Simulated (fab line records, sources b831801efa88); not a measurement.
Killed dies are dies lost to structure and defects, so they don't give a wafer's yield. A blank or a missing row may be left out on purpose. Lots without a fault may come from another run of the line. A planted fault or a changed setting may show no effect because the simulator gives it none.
Which tool did it? | flow gf180mcu | 14 lots, 42 wafers sampled, at 4 steps of a route of 602

WHAT THE GAUGES READ, wafer by wafer
GF_CONTACT_THK_MEAS_03. Usual: CONTACT_CVD_02_THK 863 nm, standard deviation 13.
lot  | measured     | on            | CONTACT_CVD_02_THK (nm) | flag
L483 | day 16 07:03 | film_metro-01 | 854 871 869             |
L485 | day 17 00:47 | film_metro-04 | 845 842 863             |
L486 | day 17 05:28 | film_metro-02 | 847 871 863             |
L488 | day 17 21:59 | film_metro-02 | 849 852 851             |
L489 | day 18 12:43 | film_metro-02 | 867 872 882             |
L490 | day 18 19:32 | film_metro-04 | 849 850 869             |
L492 | day 19 14:47 | film_metro-01 | 846 852 851             |
L493 | day 19 20:45 | film_metro-04 | 838 872 865             |
L500 | day 22 10:07 | film_metro-01 | 867 858 869             |
L501 | day 22 17:07 | film_metro-02 | 828 869 846             |
L502 | day 22 21:57 | film_metro-04 | 858 876 868             |
L503 | day 23 13:26 | film_metro-02 | 851 859 877             |

WHICH TOOL RAN EACH LOT (tool, then ch and the chambers of the sampled wafers, then the start)
lot  | GF_SALICIDE_WET_ETCH_01         | GF_SALICIDE_SPUTTER_02       | GF_SALICIDE_RTA_06
L483 | wet_bench-04 ch 2, day 16 06:11 | pvd_sputter-03, day 16 06:14 | rtp_anneal-01 ch 0, day 16 06:32
L485 | wet_bench-04 ch 1, day 17 00:02 | pvd_sputter-02, day 17 00:05 | rtp_anneal-01 ch 0, day 17 00:19
L486 | wet_bench-01 ch 3, day 17 04:42 | pvd_sputter-01, day 17 04:44 | rtp_anneal-02 ch 0, day 17 05:00
L488 | wet_bench-04 ch 1, day 17 21:14 | pvd_sputter-02, day 17 21:17 | rtp_anneal-02 ch 0, day 17 21:31
L489 | wet_bench-04 ch 2, day 18 11:54 | pvd_sputter-01, day 18 11:56 | rtp_anneal-01 ch 0, day 18 12:13
L490 | wet_bench-03 ch 0, day 18 18:48 | pvd_sputter-03, day 18 18:50 | rtp_anneal-02 ch 0, day 18 19:04
L492 | wet_bench-04 ch 1, day 19 14:02 | pvd_sputter-01, day 19 14:05 | rtp_anneal-02 ch 0, day 19 14:20
L493 | wet_bench-01 ch 1, day 19 19:59 | pvd_sputter-01, day 19 20:02 | rtp_anneal-02 ch 0, day 19 20:17
L496 | wet_bench-01 ch 0, day 20 19:50 | pvd_sputter-03, day 20 19:53 | rtp_anneal-02 ch 0, day 20 20:09
L497 | wet_bench-03 ch 0, day 21 05:45 | pvd_sputter-01, day 21 05:47 | rtp_anneal-01 ch 0, day 21 06:02
L500 | wet_bench-01 ch 0, day 22 09:14 | pvd_sputter-03, day 22 09:17 | rtp_anneal-01 ch 0, day 22 09:31
L501 | wet_bench-01 ch 2, day 22 16:20 | pvd_sputter-03, day 22 16:23 | rtp_anneal-01 ch 0, day 22 16:37
L502 | wet_bench-03 ch 0, day 22 21:11 | pvd_sputter-02, day 22 21:14 | rtp_anneal-02 ch 0, day 22 21:30
L503 | wet_bench-03 ch 3, day 23 12:41 | pvd_sputter-03, day 23 12:44 | rtp_anneal-02 ch 0, day 23 12:58
- GF_SALICIDE_WET_ETCH_01: etches SiO2 in dHF, target depth 5 nm, time 100 s.
- GF_SALICIDE_SPUTTER_02: material Co, target thk 10 nm, time 20 s.
- GF_SALICIDE_RTA_06: time 30 s.

WHAT THE TOOLS THEMSELVES READ (means of the sampled wafers that have a number; where no wafer has one, the mark that the record gives instead)
GF_SALICIDE_WET_ETCH_01. Usual: bath_heat_duty_pct 6.1 %, standard deviation 0.76; run_length_s 128 s, standard deviation 3.7; temp_c 25.00 C, standard deviation 0.12.
lot  | tool         | bath_heat_duty_pct (%) | run_length_s (s) | temp_c (C) | flag
L483 | wet_bench-04 | 6.1                    | 126              | 25.01      |
L485 | wet_bench-04 | 6.3                    | 132              | 25.19      |
L486 | wet_bench-01 | 5.5                    | 135              | 25.01      |
L488 | wet_bench-04 | 6.4                    | 124              | 25.18      |
L489 | wet_bench-04 | 5.9                    | 135              | 25.09      |
L490 | wet_bench-03 | 5.3                    | 126              | 25.06      |
L492 | wet_bench-04 | 6.5                    | 123              | 25.00      |
L493 | wet_bench-01 | 6.2                    | 125              | 24.85      |
L496 | wet_bench-01 | -                      | -                | -          | OFF
L497 | wet_bench-03 | -                      | -                | -          | OFF
L500 | wet_bench-01 | 6.4                    | 127              | 24.84      |
L501 | wet_bench-01 | 7.4                    | 124              | 24.90      |
L502 | wet_bench-03 | 5.5                    | 134              | 24.96      |
L503 | wet_bench-03 | 5.3                    | 134              | 24.94      |

GF_SALICIDE_SPUTTER_02. Usual: throttle_valve_pct 30.1 %, standard deviation 0.99.
lot  | tool           | throttle_valve_pct (%) | flag
L483 | pvd_sputter-03 | 30.0                   |
L485 | pvd_sputter-02 | 30.3                   |
L486 | pvd_sputter-01 | 30.5                   |
L488 | pvd_sputter-02 | 30.4                   |
L489 | pvd_sputter-01 | 30.0                   |
L490 | pvd_sputter-03 | 29.6                   |
L492 | pvd_sputter-01 | 30.3                   |
L493 | pvd_sputter-01 | 30.6                   |
L496 | pvd_sputter-03 | 29.5                   |
L497 | pvd_sputter-01 | 30.9                   |
L500 | pvd_sputter-03 | 29.9                   |
L501 | pvd_sputter-03 | 30.2                   |
L502 | pvd_sputter-02 | 29.4                   |
L503 | pvd_sputter-03 | 29.7                   |

GF_SALICIDE_RTA_06. Usual: lamp_power_pct 6.2 %, standard deviation 0.65; wafer_temp_C_max 533.5, standard deviation 0.98.
lot  | tool          | lamp_power_pct (%) | wafer_temp_C_max | flag
L483 | rtp_anneal-01 | 6.8                | 533.7            |
L485 | rtp_anneal-01 | 6.8                | 535.1            |
L486 | rtp_anneal-02 | 5.5                | 532.8            |
L488 | rtp_anneal-02 | 5.5                | 532.9            |
L489 | rtp_anneal-01 | 6.8                | 533.7            |
L490 | rtp_anneal-02 | 5.5                | 533.0            |
L492 | rtp_anneal-02 | 5.5                | 532.4            |
L493 | rtp_anneal-02 | 5.5                | 532.8            |
L496 | rtp_anneal-02 | 5.5                | 532.6            |
L497 | rtp_anneal-01 | 6.8                | 534.3            |
L500 | rtp_anneal-01 | 6.8                | 533.9            |
L501 | rtp_anneal-01 | 6.8                | 533.6            |
L502 | rtp_anneal-02 | 5.5                | 533.3            |
L503 | rtp_anneal-02 | 5.5                | 532.5            |

THE ANSWER, worked out from the rows above alone
Rule: a lot is off if the mean of its wafers that have a number lies more than 3 standard deviations from the usual mean. A lot without any number at a reading at which 4 lots or more have one is off too. The other lots that the step has rows for count as sound. The gauges are gone through in route order, then the tools' own readings, and for those a lot's mean is taken as printed above. The first step at which some lot is off is used, and at that step the reading that is off furthest; a lot without a number counts as furthest.
Off: L496, L497, at GF_SALICIDE_WET_ETCH_01 (bath_heat_duty_pct). Without a number there: L496, L497.
A tool fits if, at that step or a process step before it, it ran every lot that is off, and no sound lot after the first of them. None of those tried fits.

WHAT THE SIMULATOR HAD PUT IN
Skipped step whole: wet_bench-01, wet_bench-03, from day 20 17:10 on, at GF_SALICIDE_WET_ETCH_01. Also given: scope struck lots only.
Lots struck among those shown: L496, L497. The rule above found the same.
